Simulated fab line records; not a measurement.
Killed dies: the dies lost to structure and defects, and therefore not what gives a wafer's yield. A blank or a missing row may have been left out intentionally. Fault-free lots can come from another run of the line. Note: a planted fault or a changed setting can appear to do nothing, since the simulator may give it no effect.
A lot that was struck, set against a sound lot	flow sky130	15 steps out of a route of 708
Sound: the wafers L356.3, L356.4, L356.6. Struck: wafers L368.1, L368.2, L368.5. The cause comes at the end.
For every step that has rows: the tool of each side, followed by ch and its chambers, followed by its first start. Under that, the readings that differ: sound wafers	struck wafers	difference of the means	sigmas: that difference in standard deviations of wafers without a fault.
alike: readings with means less than 2 such deviations apart, plus words and numbers identical on both sides. not compared: withheld readings, readings lacking a value on some wafer, bounds such as >300 that could conceal the same value, and numbers that have no deviation in the record and whose values overlap.
Wherever a step has rows on one side only, a row that says differs or no value, or a row with sigmas, the two part there. When numbers do not overlap yet have no deviation, they are printed without sigmas and do not part them. A reading missing from all wafers of one side parts the sides only when that side holds two or more wafers.

first, 3 steps without rows for these wafers: SKY_SONOS_ONO_WET_ETCH_18 (etches Si3N4 in H3PO4, target depth 15 nm, time 172 s); SKY_GATE_OXIDE_CLEAN_00 (cleans in SC1/SC2, time 150 s); SKY_GATE_OXIDE_OXIDATION_01 (stabilise 600 s, purge 300 s, target thk 10.268 nm).
SKY_GATE_OXIDE_THK_MEAS_02:
  sound on film_metro-04, day 15 06:03; struck on film_metro-02, day 19 07:20
  alike: GATE_OXIDE_OXIDATION_00_THK
then, 7 steps without rows for these wafers: SKY_GATE_OXIDE_DEHYDRATE_03 (time 60 s); SKY_GATE_OXIDE_HMDS_04 (prime time 60 s); SKY_GATE_OXIDE_COAT_05 (resist thk 1140 nm); SKY_GATE_OXIDE_SOFTBAKE_06 (time 60 s); SKY_GATE_OXIDE_EXPOSE_07 (exposes mask LVOM, target cd 600 nm); SKY_GATE_OXIDE_PEB_08; SKY_GATE_OXIDE_DEVELOP_09 (develop time 60 s).
SKY_GATE_OXIDE_OVL_MEAS_10:
  sound on overlay-02, day 16 09:56; struck on overlay-01, day 20 15:01
  alike: GATE_OXIDE_OVL
SKY_GATE_OXIDE_IMPLANT_11:
  sound on implanter-04 ch 0, day 16 10:01; struck on implanter-04 ch 0, day 20 15:03
reading	sound	struck	difference	sigmas
dose_ions_cm2	2.6e+12 2.599e+12 2.602e+12	2.655e+12 2.659e+12 2.659e+12	+5.733e+10	+19
then, 1 step without rows for these wafers: SKY_GATE_OXIDE_WET_ETCH_12 (etches SiO2 in dHF, target depth 16.8 nm, time 336 s).
-- here the record skips 30 days between the struck wafers' starts before and after, leaving off in module GATE_OXIDE and picking up in module PAD_OPEN (first step shown: number 708 of the route) --
SKY_PAD_OPEN_PROBE_99:
  sound on prober-02, day 47 17:10; struck on prober-02, day 50 08:17
reading	sound	struck	difference	sigmas
model.etest.pfet_01v8_lvt.off_log10_a_um	-8.913 -8.998 -8.916	-8.272 -8.404 -8.458	+0.564	
model.etest.pfet_01v8_lvt.vt_sat_v (V)	-0.4496 -0.4588 -0.4479	-0.3931 -0.4011 -0.3987	+0.0545	
model.etest.pfet_01v8_lvt.vt_v (V)	-0.5372 -0.5467 -0.5325	-0.4943 -0.4993 -0.4972	+0.0419	
model.etest.pfet_01v8_lvt.vt_long_v (V)	-0.6541 -0.6654 -0.6522	-0.6198 -0.6185 -0.6175	+0.0386	
  alike: killed_at_M0_to_M3, killed_at_M4_up, killed_at_contacts, killed_at_front_end, killed_at_other, killed_dies, killed_open, killed_short
  not compared: model.etest.pfet_01v8_lvt.body_rise_v

## WHERE THEY PART
SKY_GATE_OXIDE_IMPLANT_11 only, going by this record. Later steps at which nothing parts them and some readings are alike: SKY_PAD_OPEN_PROBE_99.

WHY: the cause the simulator had injected
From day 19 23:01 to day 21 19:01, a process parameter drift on implanter-04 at SKY_GATE_OXIDE_IMPLANT_11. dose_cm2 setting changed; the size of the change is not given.
